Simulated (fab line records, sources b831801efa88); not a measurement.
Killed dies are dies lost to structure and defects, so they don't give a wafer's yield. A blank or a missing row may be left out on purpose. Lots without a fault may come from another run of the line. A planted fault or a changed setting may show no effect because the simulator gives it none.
Which tool did it? | flow gf180mcu | 12 lots, 36 wafers sampled, at 4 steps of a route of 602

WHAT THE GAUGES READ, wafer by wafer
GF_V1_THK_MEAS_01.
lot  | measured     | on            | V1_CVD_00_THK (nm)
L773 | day 17 05:32 | film_metro-01 | 604 603 605
L774 | day 17 09:30 | film_metro-02 | 602 605 599
L775 | day 17 18:34 | film_metro-01 | 601 603 603
L777 | day 18 11:24 | film_metro-04 | 609 608 605
L778 | day 18 20:19 | film_metro-02 | 598 602 603
L779 | day 19 10:13 | film_metro-01 | 602 605 611
L780 | day 19 19:35 | film_metro-02 | 596 593 599
L781 | day 20 03:28 | film_metro-01 | 593 594 589
L783 | day 21 10:32 | film_metro-01 | 603 596 599
L787 | day 22 07:47 | film_metro-01 | 604 615 730
L788 | day 22 21:47 | film_metro-02 | 607 727 604
L792 | day 23 23:01 | film_metro-02 | 608 602 589

WHICH TOOL RAN EACH LOT (tool, then ch and the chambers of the sampled wafers, then the start)
lot  | GF_SALICIDE_RTA_06               | GF_M1_STRIP_17                       | GF_V1_CVD_00
L773 | rtp_anneal-02 ch 0, day 15 06:08 | plasma_asher-02 ch 0,1, day 17 04:56 | hdpcvd-01 ch 0,2, day 17 05:28
L774 | rtp_anneal-02 ch 0, day 15 08:56 | plasma_asher-01 ch 0,1, day 17 08:53 | hdpcvd-02 ch 1,2, day 17 09:26
L775 | rtp_anneal-02 ch 0, day 15 17:51 | plasma_asher-01 ch 0,1, day 17 17:56 | hdpcvd-02 ch 0,2, day 17 18:30
L777 | rtp_anneal-02 ch 0, day 16 09:49 | plasma_asher-01 ch 0,1, day 18 10:47 | hdpcvd-01 ch 0,1, day 18 11:20
L778 | rtp_anneal-01 ch 0, day 16 17:45 | plasma_asher-04 ch 0,1, day 18 19:43 | hdpcvd-01 ch 0,1,2, day 18 20:15
L779 | rtp_anneal-02 ch 0, day 17 07:40 | plasma_asher-02 ch 0,1, day 19 09:37 | hdpcvd-02 ch 0,2, day 19 10:09
L780 | rtp_anneal-01 ch 0, day 17 16:22 | plasma_asher-04 ch 0,1, day 19 18:58 | hdpcvd-02 ch 1,2, day 19 19:30
L781 | rtp_anneal-01 ch 0, day 18 00:20 | plasma_asher-01 ch 0,1, day 20 02:49 | hdpcvd-02 ch 0,1,2, day 20 03:23
L783 | rtp_anneal-01 ch 0, day 19 06:55 | plasma_asher-01 ch 0,1, day 21 09:55 | hdpcvd-01 ch 0,1,2, day 21 10:27
L787 | rtp_anneal-02 ch 0, day 20 05:09 | plasma_asher-04 ch 0,1, day 22 07:11 | hdpcvd-01 ch 0,1,2, day 22 07:43
L788 | rtp_anneal-02 ch 0, day 20 19:05 | plasma_asher-01 ch 0,1, day 22 21:09 | hdpcvd-01 ch 0,1,2, day 22 21:43
L792 | rtp_anneal-01 ch 0, day 21 22:43 | plasma_asher-04 ch 0,1, day 23 22:23 | hdpcvd-02 ch 0,1,2, day 23 22:57
- GF_SALICIDE_RTA_06: time 30 s.
- GF_M1_STRIP_17: strips in O2/N2.
- GF_V1_CVD_00: deposits SiO2, target thk 600 nm, time 100 s.

WHAT THE TOOLS THEMSELVES READ (means of the sampled wafers that have a number; where no wafer has one, the mark that the record gives instead)
GF_SALICIDE_RTA_06.
lot  | tool          | lamp_power_pct (%) | wafer_temp_C_max
L773 | rtp_anneal-02 | 6.6                | 532.6
L774 | rtp_anneal-02 | 6.6                | 532.2
L775 | rtp_anneal-02 | 6.6                | 532.3
L777 | rtp_anneal-02 | 6.6                | 531.9
L778 | rtp_anneal-01 | 5.3                | 534.6
L779 | rtp_anneal-02 | 6.6                | 532.9
L780 | rtp_anneal-01 | 5.3                | 533.6
L781 | rtp_anneal-01 | 5.3                | 534.2
L783 | rtp_anneal-01 | 5.3                | 534.6
L787 | rtp_anneal-02 | 6.6                | 532.8
L788 | rtp_anneal-02 | 6.6                | 532.4
L792 | rtp_anneal-01 | 5.3                | 535.1

GF_M1_STRIP_17.
lot  | tool            | chamber_pressure_mTorr (mTorr) | drypump_motor_current_A (A) | heater_power_w (W) | o2_flow_sccm (sccm) | oes_product_au (a.u.) | strip_time_to_endpoint_s (s)
L773 | plasma_asher-02 | 1499.7                         | 6.1                         | 337                | 2999                | 0.561                 | 7.88
L774 | plasma_asher-01 | 1499.9                         | 5.3                         | 325                | 2993                | 0.559                 | 7.90
L775 | plasma_asher-01 | 1498.5                         | 5.2                         | 346                | 3007                | 0.552                 | 7.90
L777 | plasma_asher-01 | 1499.9                         | 5.3                         | 331                | 3002                | 0.556                 | 7.87
L778 | plasma_asher-04 | 1500.1                         | 6.1                         | 300                | 2999                | 0.560                 | 7.85
L779 | plasma_asher-02 | 1500.8                         | 6.0                         | 344                | 3005                | 0.558                 | 7.89
L780 | plasma_asher-04 | 1500.5                         | 5.8                         | 301                | 3000                | 0.555                 | 7.81
L781 | plasma_asher-01 | 1500.7                         | 5.3                         | 331                | 2997                | 0.558                 | 7.84
L783 | plasma_asher-01 | 1499.5                         | 5.3                         | 344                | 2999                | 0.556                 | 7.82
L787 | plasma_asher-04 | 1499.6                         | 6.1                         | 304                | 3006                | 0.558                 | 7.89
L788 | plasma_asher-01 | 1501.5                         | 5.2                         | 348                | 3002                | 0.562                 | 7.88
L792 | plasma_asher-04 | 1499.7                         | 5.8                         | 304                | 2996                | 0.557                 | 7.96

GF_V1_CVD_00.
lot  | tool      | sih4_flow_sccm (sccm)
L773 | hdpcvd-01 | 60.08
L774 | hdpcvd-02 | 60.15
L775 | hdpcvd-02 | 59.83
L777 | hdpcvd-01 | 60.04
L778 | hdpcvd-01 | 59.87
L779 | hdpcvd-02 | 60.03
L780 | hdpcvd-02 | 59.94
L781 | hdpcvd-02 | 60.02
L783 | hdpcvd-01 | 60.05
L787 | hdpcvd-01 | 64.03
L788 | hdpcvd-01 | 64.01
L792 | hdpcvd-02 | 60.03

THE ANSWER, worked out from the rows above alone
Rule: what is usual is taken from the lots themselves. Put in order of their means at a reading, lots are off if they are a third of the lots or fewer, leave a main group of 4 or more, and stand apart from it by a gap of 3 or more times the standard deviation of the main group's means; of several such gaps the widest counts. A main group whose means are all the same, to the digits that the tables above print for the reading, isn't used. A lot without any number at a reading at which 4 lots or more have one is off too. The other lots that the step has rows for count as sound. The gauges are gone through in route order, then the tools' own readings, and for those a lot's mean is taken as printed above. The first step at which some lot is off is used, and at that step the reading that is off furthest; a lot without a number counts as furthest.
Off: L787, L788, at GF_V1_THK_MEAS_01 (V1_CVD_00_THK). The main group: mean 601 nm, standard deviation 4.3.
A tool fits if, at a process step before that reading, it ran every lot that is off, and no sound lot after the first of them. The gauges at GF_V1_THK_MEAS_01 aren't tried: what is off there is off at GF_V1_CVD_00 too, on other tools, and a gauge's error can't cause that. Can't be told from this: 2 tools fit, rtp_anneal-02 at GF_SALICIDE_RTA_06, hdpcvd-01 at GF_V1_CVD_00.

WHAT THE SIMULATOR HAD PUT IN
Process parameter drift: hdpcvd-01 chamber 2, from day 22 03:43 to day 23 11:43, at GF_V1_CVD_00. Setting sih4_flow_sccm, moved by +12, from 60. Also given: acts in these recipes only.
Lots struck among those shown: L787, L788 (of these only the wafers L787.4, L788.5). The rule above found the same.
